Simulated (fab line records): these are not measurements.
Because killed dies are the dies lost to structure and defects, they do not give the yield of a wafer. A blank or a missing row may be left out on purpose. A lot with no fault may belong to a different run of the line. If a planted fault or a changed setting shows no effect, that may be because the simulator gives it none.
fab line records	flow sfq_line
record lots=5	wafers=23
route steps=325 shown M2@100 I2@110 M3@123 M4@153 I4@163 JJ@179
start_h: the number of hours between the record's first day and the start of the first shown wafer of the lot	wait_h: hours elapsed since this lot's preceding step	" unchanged from the row above	L1.1+2: several wafers, shown together as one row	- no value, or no start given	* or withheld: withheld	< > ~ a bound
route shown NAME@n: a module of which the file shows steps, and the number in the route of the first	usual: average and standard deviation across the fault-free wafers	same: alike in all rows	chamber/n: place in a boat	sites: the reading at each site	_std_site: their standard deviation	_edge_site: the outer-site mean with the inner-site mean subtracted	radius_mm: how far each site lies from the wafer's centre	mask NAME#n: copy n	behind: the tool/chamber that last shaped the wafer	hold: why the lot was held/for how many hours/how that ended	device: whichever transistor did not switch (one of n, p or np)	end of line: tests run on the same wafers once the route is complete	a step given without rows: its recipe and nothing more	killed: the dies lost at the first sort to structure and to defects; this is not the yield of the wafer	map: a wafer's dies, x killed, . not, _ none there
set.NAME: the run value of the setting; set.NAME@STEP: its run value at that earlier step	model.NAME: the simulator's own value behind a step, which no gauge read
lots run with intentionally changed settings; tables by step, rows by wafer
## steps
# step SFQ_TRILAYER_M2_ETCH_METAL_ETCH_060
# recipe target=Nb	stop_on=SiO2	mask_material=PR	chemistry=Cl2/Ar	target_depth_nm=240	icp_w=600	bias_w=80	pressure_mtorr=10	time_s=120
# usual oes_product_au=0.892/0.0097
lot.wafer	tool	chamber	start_h	wait_h	set.icp_w	set.power_w@TRILAYER_M2_DEP_SPUTTER_055	oes_product_au
L075.1	rie_metal-04	1	642.46	0.0	629.2	1840	0.844
L075.2	"	0	"	"	629.2	1840	0.850
L075.3	"	0	"	"	600	1840	0.849
L075.4	"	1	"	"	600	2000	0.891
L075.5	"	0	"	"	629.2	2000	0.899
L076.2	rie_metal-02	0	643.66	0.0	600	1763	0.832
L076.3	"	1	"	"	600	1763	0.820
L076.4	"	0	"	"	600	1763	0.841
L076.5	"	0	"	"	600	2000	0.902
L076.6	"	1	"	"	600	2000	0.890
L077.1	rie_metal-02	1	713.62	0.0	600	2000	0.907
L077.2	"	0	"	"	600	2000	0.894
L077.4	"	0	"	"	600	2000	0.892
L077.5	"	1	"	"	600	2000	0.897
L077.6	"	0	"	"	600	2000	0.893
L081.1	rie_metal-02	1	757.58	0.0	620.4	2000	0.881
L081.3	"	0	"	"	600	2000	0.878
L081.4	"	1	"	"	620.4	2000	0.879
L081.5	"	0	"	"	620.4	2000	0.880
L081.6	"	1	"	"	600	2000	0.893
L083.1	rie_metal-01	0	778.11	0.0	600	2000	0.906
L083.3	"	0	"	"	600	2000	0.895
L083.4	"	1	"	"	600	2000	0.881
# step SFQ_TRILAYER_I2_VIA_LITHO_EXPOSE_068
# recipe mask_id=I2	na=0.6	source_shape=conventional	sigma_outer=0.65	target_cd_nm=500	dose_mj=21.3
lot.wafer	tool	chamber	start_h	wait_h	mask	set.dose_mj
L075.1+3+4	krf_scanner-02	0	793.87	-	I2#0	20.58
L075.2+5	"	0	"	"	I2#0	21.3
L076.2+3	krf_scanner-02	0	796.47	-	I2#0	20.37
L076.4+5+6	"	0	"	"	I2#0	21.3
L077.1+2	krf_scanner-01	0	866.54	-	I2#0	21.3
L077.4+5+6	"	0	"	"	I2#0	21.99
L081.1+5	krf_scanner-02	0	908.66	-	I2#0	21.3
L081.3+4+6	"	0	"	"	I2#0	22.72
L083.1+3+4	krf_scanner-01	0	931.59	-	I2#0	21.3
# step SFQ_TRILAYER_I2_VIA_LITHO_PEB_070
# recipe peb_temp_c=115.8	peb_time_s=60	resist=KrF
# step SFQ_TRILAYER_I2_VIA_LITHO_DEVELOP_069
# recipe time_s=60	resist=KrF
# step SFQ_TRILAYER_I2_VIA_BARC_OPEN_VIA_ETCH_096
# recipe mask_material=PR	chemistry=O2	target_depth_nm=125	target=BARC	source_w=500	bias_w=80	pressure_mtorr=30	time_s=41.7
lot.wafer	tool	chamber	start_h	wait_h	set.dose_mj@TRILAYER_I2_VIA_LITHO_EXPOSE_068	model.I2.cd_nm
L075.1	rie_diel-03	1	795.40	0.0	20.58	510.8
L075.2	"	0	"	"	21.3	516
L075.3	"	3	"	"	20.58	508
L075.4	"	2	"	"	20.58	508.9
L075.5	"	2	"	"	21.3	514.6
L076.2	rie_diel-04	0	797.80	0.0	20.37	506.2
L076.3	"	2	"	"	20.37	505.1
L076.4	"	2	"	"	21.3	512.9
L076.5	"	0	"	"	21.3	513.4
L076.6	"	1	"	"	21.3	514.3
L077.1	rie_diel-04	0	868.07	0.0	21.3	512.7
L077.2	"	2	"	"	21.3	512.3
L077.4	"	1	"	"	21.99	518.3
L077.5	"	0	"	"	21.99	520.1
L077.6	"	1	"	"	21.99	518.7
L081.1	rie_diel-03	2	910.20	0.0	21.3	515.3
L081.3	"	3	"	"	22.72	527.5
L081.4	"	0	"	"	22.72	528.3
L081.5	"	1	"	"	21.3	518.1
L081.6	"	0	"	"	22.72	527.9
L083.1	rie_diel-04	2	933.12	0.0	21.3	511.9
L083.3	"	0	"	"	21.3	513.8
L083.4	"	0	"	"	21.3	515.3
# step SFQ_TRILAYER_M3_LITHO_COAT_075
# recipe resist=KrF	spin_rpm=3000	resist_thk_nm=600
lot.wafer	tool	chamber	start_h	wait_h	set.spin_rpm	model.KrF_of_TRILAYER_M3_LITHO_COAT_075.thk_nm
L075.1	litho_track-04	0	796.95	0.2	3000	597.9
L075.2	"	0	"	"	3000	599.7
L075.3	"	0	"	"	3185	581.1
L075.4	"	0	"	"	3000	598.6
L075.5	"	0	"	"	3185	580.8
L076.2	litho_track-01	0	799.38	0.2	3110	592.7
L076.3+5	"	0	"	"	3110	591.3
L076.4+6	"	0	"	"	3000	603
L077.1	litho_track-04	0	869.60	0.2	3000	601.4
L077.2	"	0	"	"	2810	620.7
L077.4	"	0	"	"	3000	600.6
L077.5	"	0	"	"	2810	620.1
L077.6	"	0	"	"	2810	619.3
L081.1	litho_track-04	0	912.33	0.2	3000	599.9
L081.3	"	0	"	"	3144	584.8
L081.4	"	0	"	"	3000	599.4
L081.5	"	0	"	"	3144	585.9
L081.6	"	0	"	"	3000	599.1
L083.1	litho_track-01	0	934.65	0.2	3000	599.5
L083.3	"	0	"	"	3000	600
L083.4	"	0	"	"	3000	602.2
# step SFQ_TRILAYER_M3_BARC_OPEN_METAL_ETCH_100
# recipe mask_material=PR	chemistry=O2	target_depth_nm=125	target=BARC	icp_w=600	bias_w=80	pressure_mtorr=10	time_s=41.7
lot.wafer	tool	chamber	start_h	wait_h	set.pressure_mtorr
L075.1+2+3+4+5	rie_metal-02	0,1,1,0,1	798.93	0.0	8.97
L076.2+3+4+5+6	rie_metal-04	0,0,1,1,0	802.13	0.0	9.494
L077.1+2+4+5+6	rie_metal-04	1,0,1,0,1	891.87	0.0	10.38
L081.1+3+4+5+6	rie_metal-04	1,1,0,1,0	914.91	0.0	8.588
L083.1+3+4	rie_metal-04	0,1,0	936.64	0.0	10
# step SFQ_TRILAYER_M3_ETCH_METAL_ETCH_078
# recipe target=Nb	stop_on=SiO2	mask_material=PR	chemistry=Cl2/Ar	target_depth_nm=240	icp_w=600	bias_w=80	pressure_mtorr=10	time_s=120
lot.wafer	tool	chamber	start_h	wait_h	set.spin_rpm@TRILAYER_M3_LITHO_COAT_075	model.KrF_of_TRILAYER_M3_LITHO_COAT_075.thk_nm
L075.1	rie_metal-02	0	798.99	0.0	3000	376.5
L075.2	"	1	"	"	3000	368.4
L075.3	"	1	"	"	3185	350.6
L075.4	"	0	"	"	3000	375.4
L075.5	"	1	"	"	3185	349.2
L076.2	rie_metal-04	0	802.19	0.0	3110	378.1
L076.3	"	0	"	"	3110	376.8
L076.4	"	1	"	"	3000	392.9
L076.5	"	1	"	"	3110	380.5
L076.6	"	0	"	"	3000	386.8
L077.1	rie_metal-04	1	891.93	0.0	3000	389.4
L077.2	"	0	"	"	2810	404.5
L077.4	"	1	"	"	3000	388.5
L077.5	"	0	"	"	2810	404.1
L077.6	"	1	"	"	2810	407.7
L081.1	rie_metal-04	1	914.97	0.0	3000	385.2
L081.3	"	1	"	"	3144	370
L081.4	"	0	"	"	3000	385.4
L081.5	"	1	"	"	3144	372.1
L081.6	"	0	"	"	3000	383.2
L083.1	rie_metal-04	0	936.70	0.0	3000	384.8
L083.3	"	1	"	"	3000	387.6
L083.4	"	0	"	"	3000	388
# step SFQ_TRILAYER_M4_LITHO_COAT_093
# recipe resist=KrF	spin_rpm=3000	resist_thk_nm=600
lot.wafer	tool	chamber	start_h	wait_h	set.resist_thk_nm	model.KrF_of_TRILAYER_M4_LITHO_COAT_093.thk_nm
L075.1	litho_track-01	0	820.53	0.2	617	616.6
L075.2	"	0	"	"	600	600.6
L075.3	"	0	"	"	600	600.4
L075.4	"	0	"	"	600	600.2
L075.5	"	0	"	"	617	619.3
L076.2	litho_track-01	0	824.11	0.2	616.9	616.9
L076.3	"	0	"	"	600	600
L076.4	"	0	"	"	600	598.6
L076.5	"	0	"	"	616.9	617.1
L076.6	"	0	"	"	600	599.7
L077.1	litho_track-01	0	909.24	0.2	564.8	564.2
L077.2	"	0	"	"	600	598.9
L077.4	"	0	"	"	600	599.6
L077.5	"	0	"	"	564.8	564
L077.6	"	0	"	"	564.8	565
L081.1	litho_track-01	0	1067.09	0.2	578.8	580
L081.3	"	0	"	"	578.8	580.3
L081.4	"	0	"	"	600	601.4
L081.5	"	0	"	"	600	601
L081.6	"	0	"	"	600	600.1
L083.1	litho_track-01	0	1086.29	0.2	600	599.3
L083.3	"	0	"	"	600	598.8
L083.4	"	0	"	"	600	597.3
# step SFQ_TRILAYER_M4_LITHO_PEB_096
# recipe peb_temp_c=115	peb_time_s=60	resist=KrF
lot.wafer	tool	chamber	start_h	wait_h	set.peb_temp_c
L075.1+3	litho_track-01	0	955.84	1.0	115
L075.2+4+5	"	0	"	"	113.4
L076.2+4	litho_track-01	0	960.66	0.8	112.7
L076.3+5+6	"	0	"	"	115
L077.1+4+6	litho_track-01	0	1043.51	1.0	115
L077.2+5	"	0	"	"	116.8
L081.1+4+5	litho_track-01	0	1190.05	1.0	112.5
L081.3+6	"	0	"	"	115
L083.1+3+4	litho_track-03	0	1209.25	1.0	115
# step SFQ_TRILAYER_M4_LITHO_DEVELOP_095
# recipe time_s=60	resist=KrF
# step SFQ_TRILAYER_M4_BARC_OPEN_METAL_ETCH_123
# recipe mask_material=PR	chemistry=O2	target_depth_nm=125	target=BARC	icp_w=600	bias_w=77.04	pressure_mtorr=10	time_s=41.7
lot.wafer	tool	chamber	start_h	wait_h	set.peb_temp_c@TRILAYER_M4_LITHO_PEB_096	model.M4.cd_nm
L075.1	rie_metal-01	0	956.17	0.0	115	499.4
L075.2	"	1	"	"	113.4	529.5
L075.3	"	0	"	"	115	497.3
L075.4	"	1	"	"	113.4	529.2
L075.5	"	1	"	"	113.4	531.3
L076.2	rie_metal-02	1	960.99	0.0	112.7	545.8
L076.3	"	1	"	"	115	500.7
L076.4	"	1	"	"	112.7	544.2
L076.5	"	1	"	"	115	501
L076.6	"	1	"	"	115	500.3
L077.1	rie_metal-04	0	1043.84	0.0	115	500.2
L077.2	"	1	"	"	116.8	471.1
L077.4	"	0	"	"	115	501.3
L077.5	"	1	"	"	116.8	470.8
L077.6	"	0	"	"	115	500.6
L081.1	rie_metal-04	1	1190.38	0.0	112.5	549.4
L081.3	"	0	"	"	115	501.4
L081.4	"	1	"	"	112.5	551.1
L081.5	"	0	"	"	112.5	552.3
L081.6	"	1	"	"	115	501.1
L083.1	rie_metal-04	0	1209.58	0.0	115	498.5
L083.3	"	0	"	"	115	499.3
L083.4	"	1	"	"	115	498
# step SFQ_TRILAYER_I4_DEP_PECVD_099
# recipe material=SiO2	temp_c=150	time_s=111.11	pressure_torr=2.4	rf_w=183.3	precursor=SiH4/N2O	target_thk_nm=500
lot.wafer	tool	chamber	start_h	wait_h	set.time_s	model.SiO2_of_TRILAYER_I4_DEP_PECVD_099.thk_nm
L075.1	pecvd-01	0	957.13	0.0	118.1	537.8
L075.2	"	1	"	"	118.1	529.6
L075.3	"	2	"	"	118.1	527.5
L075.4	"	0	"	"	111.11	508.9
L075.5	"	1	"	"	111.11	505.4
L076.2	pecvd-02	0	962.72	0.0	111.11	488.6
L076.3	"	1	"	"	116	528.6
L076.4	"	0	"	"	111.11	502.4
L076.5	"	2	"	"	111.11	510.5
L076.6	"	1	"	"	116	533.3
L077.1	pecvd-02	2	1044.80	0.0	104.8	485.9
L077.2	"	1	"	"	111.11	501.1
L077.4	"	2	"	"	104.8	491.4
L077.5	"	0	"	"	104.8	482.9
L077.6	"	1	"	"	111.11	509.6
L081.1	pecvd-03	2	1191.34	0.0	111.11	488.5
L081.3	"	0	"	"	116.3	529.7
L081.4	"	2	"	"	116.3	523.9
L081.5	"	0	"	"	111.11	506.4
L081.6	"	1	"	"	111.11	502.5
L083.1	pecvd-03	0	1210.54	0.0	111.11	508.5
L083.3	"	2	"	"	111.11	500.2
L083.4	"	1	"	"	111.11	502.3
# step SFQ_TRILAYER_I4_CMP_CMP_100
# recipe material=SiO2	down_force_psi=3.051	platen_rpm=60	pad_velocity_m_s=0.94248
# usual time_to_endpoint_s=213/8.7
lot.wafer	tool	chamber	start_h	wait_h	set.time_s@TRILAYER_I4_DEP_PECVD_099	time_to_endpoint_s
L075.4	cmp-01	1	963.65	6.4	111.11	222
L075.1	"	2	"	"	118.1	236
L075.3	"	3	"	"	118.1	235
L075.2	"	0	"	"	118.1	235
L075.5	"	2	966.15	8.9	111.11	213
L076.4	cmp-02	2	971.38	8.6	111.11	203
L076.2	"	0	972.38	9.6	111.11	205
L076.3	"	1	"	"	116	240
L076.5	"	2	"	"	111.11	211
L076.6	"	3	"	"	116	244
L077.1	cmp-01	1	1046.59	1.7	104.8	197
L077.4	"	2	"	"	104.8	191
L077.2	"	3	"	"	111.11	206
L077.5	"	0	"	"	104.8	189
L077.6	"	1	"	"	111.11	214
L081.4	cmp-01	1	1191.96	0.5	116.3	235
L081.1	"	2	"	"	111.11	202
L081.3	"	3	"	"	116.3	236
L081.6	"	0	"	"	111.11	214
L081.5	"	1	"	"	111.11	221
L083.3	cmp-01	1	1210.62	0.0	111.11	206
L083.4	"	2	"	"	111.11	213
L083.1	"	3	"	"	111.11	214
# step SFQ_TRILAYER_I4_VIA_LITHO_EXPOSE_104
# recipe mask_id=I4	na=0.6	source_shape=conventional	sigma_outer=0.65	target_cd_nm=700	dose_mj=21.3
lot.wafer	tool	chamber	start_h	wait_h	mask	set.dose_mj
L075.1+4	krf_scanner-01	0	1101.36	-	I4#0	20.6
L075.2+3+5	"	0	"	"	I4#0	21.3
L076.2+3	krf_scanner-02	0	1110.43	-	I4#0	21.88
L076.4+5+6	"	0	"	"	I4#0	21.3
L077.1+4	krf_scanner-01	0	1171.55	-	I4#0	21.3
L077.2+5+6	"	0	"	"	I4#0	19.78
L081.1+5	krf_scanner-02	0	1196.72	-	I4#0	22.49
L081.3+4+6	"	0	"	"	I4#0	21.3
L083.1+3+4	krf_scanner-02	0	1215.92	-	I4#0	21.3
# step SFQ_TRILAYER_I4_VIA_BARC_OPEN_VIA_ETCH_146
# recipe mask_material=PR	chemistry=O2	target_depth_nm=125	target=BARC	source_w=500	bias_w=80	pressure_mtorr=30	time_s=41.7
lot.wafer	tool	chamber	start_h	wait_h	set.source_w	set.dose_mj@TRILAYER_I4_VIA_LITHO_EXPOSE_104	model.I4.cd_nm
L075.1	rie_diel-01	3	1102.89	0.0	500	20.6	693.8
L075.2	"	0	"	"	500	21.3	700.1
L075.3	"	2	"	"	500	21.3	699.4
L075.4	"	1	"	"	500	20.6	695
L075.5	"	1	"	"	500	21.3	700.4
L076.2	rie_diel-03	3	1111.76	0.0	500	21.88	705.9
L076.3	"	2	"	"	500	21.88	703.9
L076.4	"	0	"	"	500	21.3	699.2
L076.5	"	3	"	"	530.8	21.3	701.9
L076.6	"	0	"	"	530.8	21.3	698.6
L077.1	rie_diel-02	2	1173.09	0.0	500	21.3	698.2
L077.2	"	3	"	"	500	19.78	688.7
L077.4	"	1	"	"	500	21.3	698
L077.5	"	0	"	"	500	19.78	686.1
L077.6	"	1	"	"	500	19.78	685.3
L081.1	rie_diel-01	0	1198.26	0.0	500	22.49	708.8
L081.3	"	1	"	"	500	21.3	696.6
L081.4	"	0	"	"	500	21.3	698.2
L081.5	"	1	"	"	546.7	22.49	707.4
L081.6	"	3	"	"	546.7	21.3	699.4
L083.1	rie_diel-03	0	1217.46	0.0	500	21.3	698.4
L083.3	"	3	"	"	500	21.3	701
L083.4	"	1	"	"	500	21.3	698.2
# step SFQ_TRILAYER_I4_VIA_ETCH_VIA_ETCH_106
# recipe target=SiO2	stop_on=Nb	mask_material=PR	taper_deg=20	chemistry=CHF3	target_depth_nm=260	source_w=500	bias_w=80	pressure_mtorr=30	time_s=withheld
lot.wafer	tool	chamber	start_h	wait_h	set.dose_mj@TRILAYER_I4_VIA_LITHO_EXPOSE_104	model.I4.cd_nm
L075.1	rie_diel-01	3	1102.93	0.0	20.6	694.2
L075.2	"	0	"	"	21.3	700.7
L075.3	"	2	"	"	21.3	698.7
L075.4	"	1	"	"	20.6	692.6
L075.5	"	1	"	"	21.3	697.8
L076.2	rie_diel-03	3	1111.80	0.0	21.88	702.3
L076.3	"	2	"	"	21.88	702
L076.4	"	0	"	"	21.3	701.3
L076.5	"	3	"	"	21.3	699.6
L076.6	"	0	"	"	21.3	701.4
L077.1	rie_diel-02	2	1173.13	0.0	21.3	697.9
L077.2	"	3	"	"	19.78	685.7
L077.4	"	1	"	"	21.3	699.5
L077.5	"	0	"	"	19.78	689.4
L077.6	"	1	"	"	19.78	685.2
L081.1	rie_diel-01	0	1198.30	0.0	22.49	709.2
L081.3	"	1	"	"	21.3	694.3
L081.4	"	0	"	"	21.3	699.5
L081.5	"	1	"	"	22.49	703.8
L081.6	"	3	"	"	21.3	699.6
L083.1	rie_diel-03	0	1217.50	0.0	21.3	699.5
L083.3	"	3	"	"	21.3	699.9
L083.4	"	1	"	"	21.3	703.7
# step SFQ_TRILAYER_JJ_TRILAYER_DEP_SPUTTER_109
# recipe material=Nb	base_pressure_pa=1.33e-06	chamber_pressure_pa=0.1333	substrate_temp_c=20	target_thk_nm=150	power_w=2000	time_s=100
lot.wafer	tool	chamber	start_h	wait_h	set.time_s	model.Nb_of_TRILAYER_JJ_TRILAYER_DEP_SPUTTER_109.thk_nm
L075.1	pvd_sputter-04	-	1103.85	0.0	87.37	125.8
L075.2	"	-	"	"	87.37	127.7
L075.3	"	-	"	"	100	145.2
L075.4	"	-	"	"	100	147
L075.5	"	-	"	"	100	146.4
L076.2	pvd_sputter-04	-	1112.74	0.0	100	149.6
L076.3	"	-	"	"	100	149.8
L076.4	"	-	"	"	100	148.6
L076.5	"	-	"	"	100	150.4
L076.6	"	-	"	"	100	150.7
L077.1	pvd_sputter-04	-	1174.04	0.0	100	148.6
L077.2	"	-	"	"	100	149.5
L077.4	"	-	"	"	93.61	140.2
L077.5	"	-	"	"	93.61	140.4
L077.6	"	-	"	"	93.61	138.5
L081.1	pvd_sputter-06	-	1199.81	0.0	100	149.4
L081.3	"	-	"	"	100	145.9
L081.4	"	-	"	"	100	150.1
L081.5	"	-	"	"	100	145.6
L081.6	"	-	"	"	100	150.4
L083.1	pvd_sputter-04	-	1218.41	0.0	100	148.9
L083.3	"	-	"	"	100	147.6
L083.4	"	-	"	"	100	150.4
# step SFQ_TRILAYER_JJ_CE_LITHO_COAT_114
# recipe resist=KrF	spin_rpm=3000	resist_thk_nm=600
lot.wafer	tool	chamber	start_h	wait_h	set.resist_thk_nm	model.KrF_of_TRILAYER_JJ_CE_LITHO_COAT_114.thk_nm
L075.1	litho_track-04	0	1105.50	0.2	600	601.9
L075.2	"	0	"	"	600	599.2
L075.3	"	0	"	"	613.3	613.7
L075.4	"	0	"	"	613.3	615.8
L075.5	"	0	"	"	600	599.3
L076.2	litho_track-04	0	1114.44	0.2	600	599.8
L076.3	"	0	"	"	600	599.3
L076.4	"	0	"	"	600	598.2
L076.5	"	0	"	"	600	599.1
L076.6	"	0	"	"	600	600.1
L077.1	litho_track-02	0	1175.70	0.2	600	601.7
L077.2	"	0	"	"	566.9	566.2
L077.4	"	0	"	"	566.9	567.2
L077.5	"	0	"	"	566.9	566.8
L077.6	"	0	"	"	600	599.3
L081.1	litho_track-02	0	1201.47	0.2	600	597
L081.3	"	0	"	"	600	597.6
L081.4	"	0	"	"	621.6	618.9
L081.5	"	0	"	"	600	595.1
L081.6	"	0	"	"	621.6	619.7
L083.1	litho_track-02	0	1220.07	0.2	600	599.3
L083.3	"	0	"	"	600	599
L083.4	"	0	"	"	600	599.4
# step SFQ_TRILAYER_JJ_CE_ETCH_RIE_118
# recipe target=Nb	stop_on=Al2O3	mask_material=PR	taper_deg=13.257	over_etch_frac=0.15	time_s=97.7	chemistry=SF6	target_depth_nm=170	icp_w=600	bias_w=80	pressure_mtorr=10
lot.wafer	tool	chamber	start_h	wait_h	set.icp_w	set.resist_thk_nm@TRILAYER_JJ_CE_LITHO_COAT_114	model.KrF_of_TRILAYER_JJ_CE_LITHO_COAT_114.thk_nm
L075.1	rie_metal-04	0	1226.47	0.1	600	600	480.4
L075.2	"	1	"	"	579.5	600	483
L075.3	"	0	"	"	600	613.3	491.8
L075.4	"	1	"	"	600	613.3	497.6
L075.5	"	0	"	"	579.5	600	480.7
L076.2+6	rie_metal-02	0,1	1233.80	0.1	600	600	474.4
L076.3	"	1	"	"	574.1	600	476.8
L076.4	"	0	"	"	574.1	600	476.5
L076.5	"	0	"	"	600	600	474.3
L077.1	rie_metal-04	0	1301.25	0.1	661.9	600	470.4
L077.2	"	1	"	"	600	566.9	447.6
L077.4	"	0	"	"	600	566.9	445
L077.5	"	0	"	"	661.9	566.9	436.5
L077.6	"	1	"	"	661.9	600	471.1
L081.1	rie_metal-02	0	1327.75	0.1	657.8	600	464.4
L081.3	"	0	"	"	600	600	472.9
L081.4	"	1	"	"	600	621.6	493.1
L081.5	"	0	"	"	600	600	470.7
L081.6	"	1	"	"	657.8	621.6	484.8
L083.1	rie_metal-04	0	1346.92	0.1	600	600	476.4
L083.3	"	1	"	"	600	600	479.1
L083.4	"	0	"	"	600	600	476.5
## key
split step=SFQ_TRILAYER_M2_ETCH_METAL_ETCH_060	setting=icp_w	stated=600	by=wafer
response none clear
split step=SFQ_TRILAYER_I2_VIA_LITHO_EXPOSE_068	setting=dose_mj	stated=21.3	by=wafer
response step=SFQ_TRILAYER_I2_VIA_BARC_OPEN_VIA_ETCH_096	reading=model.I2.cd_nm	change=+1.76	per=1%	r=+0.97
split step=SFQ_TRILAYER_M3_LITHO_COAT_075	setting=spin_rpm	stated=3000	by=wafer
response step=SFQ_TRILAYER_M3_LITHO_COAT_075	reading=model.KrF_of_TRILAYER_M3_LITHO_COAT_075.thk_nm	change=-2.96	per=1%	r=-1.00
response step=SFQ_TRILAYER_M3_ETCH_METAL_ETCH_078	reading=model.KrF_of_TRILAYER_M3_LITHO_COAT_075.thk_nm	change=-3.11	per=1%	r=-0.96
split step=SFQ_TRILAYER_M3_BARC_OPEN_METAL_ETCH_100	setting=pressure_mtorr	stated=10	by=lot
response none clear
split step=SFQ_TRILAYER_M4_LITHO_COAT_093	setting=resist_thk_nm	stated=600	by=wafer
response step=SFQ_TRILAYER_M4_LITHO_COAT_093	reading=model.KrF_of_TRILAYER_M4_LITHO_COAT_093.thk_nm	change=+5.99	per=1%	r=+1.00
split step=SFQ_TRILAYER_M4_LITHO_PEB_096	setting=peb_temp_c	stated=115	by=wafer
response step=SFQ_TRILAYER_M4_BARC_OPEN_METAL_ETCH_123	reading=model.M4.cd_nm	change=-21.9	per=1%	r=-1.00
split step=SFQ_TRILAYER_I4_DEP_PECVD_099	setting=time_s	stated=111.11	by=wafer
response step=SFQ_TRILAYER_I4_DEP_PECVD_099	reading=model.SiO2_of_TRILAYER_I4_DEP_PECVD_099.thk_nm	change=+4.62	per=1%	r=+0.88
response step=SFQ_TRILAYER_I4_CMP_CMP_100	reading=time_to_endpoint_s	change=*	per=1%	r=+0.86
split step=SFQ_TRILAYER_I4_VIA_LITHO_EXPOSE_104	setting=dose_mj	stated=21.3	by=wafer
response step=SFQ_TRILAYER_I4_VIA_BARC_OPEN_VIA_ETCH_146	reading=model.I4.cd_nm	change=+1.69	per=1%	r=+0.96
response step=SFQ_TRILAYER_I4_VIA_ETCH_VIA_ETCH_106	reading=model.I4.cd_nm	change=+1.55	per=1%	r=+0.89
split step=SFQ_TRILAYER_I4_VIA_BARC_OPEN_VIA_ETCH_146	setting=source_w	stated=500	by=wafer
response none clear
split step=SFQ_TRILAYER_JJ_TRILAYER_DEP_SPUTTER_109	setting=time_s	stated=100	by=wafer
response step=SFQ_TRILAYER_JJ_TRILAYER_DEP_SPUTTER_109	reading=model.Nb_of_TRILAYER_JJ_TRILAYER_DEP_SPUTTER_109.thk_nm	change=+1.53	per=1%	r=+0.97
split step=SFQ_TRILAYER_JJ_CE_LITHO_COAT_114	setting=resist_thk_nm	stated=600	by=wafer
response step=SFQ_TRILAYER_JJ_CE_LITHO_COAT_114	reading=model.KrF_of_TRILAYER_JJ_CE_LITHO_COAT_114.thk_nm	change=+6.23	per=1%	r=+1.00
response step=SFQ_TRILAYER_JJ_CE_ETCH_RIE_118	reading=model.KrF_of_TRILAYER_JJ_CE_LITHO_COAT_114.thk_nm	change=+5.24	per=1%	r=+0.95
split step=SFQ_TRILAYER_JJ_CE_ETCH_RIE_118	setting=icp_w	stated=600	by=wafer
response none clear
split outside_this_file step=SFQ_TRILAYER_M2_DEP_SPUTTER_055 setting=power_w
# split outside_this_file: this setting was split too, and the file shows its column; the key of that split is in another file
